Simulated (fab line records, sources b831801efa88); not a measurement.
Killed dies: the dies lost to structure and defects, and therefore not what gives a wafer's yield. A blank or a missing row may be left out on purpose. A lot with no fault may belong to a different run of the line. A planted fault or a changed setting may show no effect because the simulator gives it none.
Chamber matching ; flow sky130 ; 4 sister chambers for SKY_CONTACT_CMP_04 on cmp-01
The step polishes SiO2. 4 wafers are shown with their chamber, then 12 later ones without.

== WAFERS, EACH WITH ITS CHAMBER ==
wafer;chamber;motor_current_A (A)
L092.5;0;11.2
L093.1;1;9.4
L093.5;2;12.1
L093.6;3;11.2

== WAFERS WHOSE CHAMBER IS MISSING ==
wafer;motor_current_A (A)
L096.1;12.5
L096.3;10.9
L096.6;9.6
L095.2;11.2
L095.4;9.2
L095.5;11.4
L095.1;12.1
L095.3;11.1
L095.6;9.9
L097.1;9.6
L097.2;11.7
L097.3;11.4

== WHICH CHAMBER EACH WENT THROUGH ==
wafer;from the rows above;in truth
L096.1;2;2
L096.3;can't be placed: 0 or 3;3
L096.6;1;1
L095.2;can't be placed: 0 or 3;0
L095.4;1;1
L095.5;can't be placed: 0 or 3 or 2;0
L095.1;2;2
L095.3;can't be placed: 0 or 3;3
L095.6;1;1
L097.1;1;1
L097.2;can't be placed: 2 or 0 or 3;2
L097.3;can't be placed: 0 or 3 or 2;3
Correctly placed: 6 of 12. From these rows, 6 cannot be placed; in 6 the true chamber is one of the candidates. Wrongly placed: 0.
How it was worked out, from the rows above alone: a wafer's distance from a chamber is the root of the sum, over the readings, of the square of ((its reading less the chamber's mean) divided by the reading's scatter). If the next closest chamber is less than 2 further off than the closest, the wafer can't be placed; otherwise it belongs to the closest. A chamber's mean is the mean of its shown wafers. The scatter: root of mean squared gap, hidden wafer to nearest shown wafer, with one shown wafer a chamber.
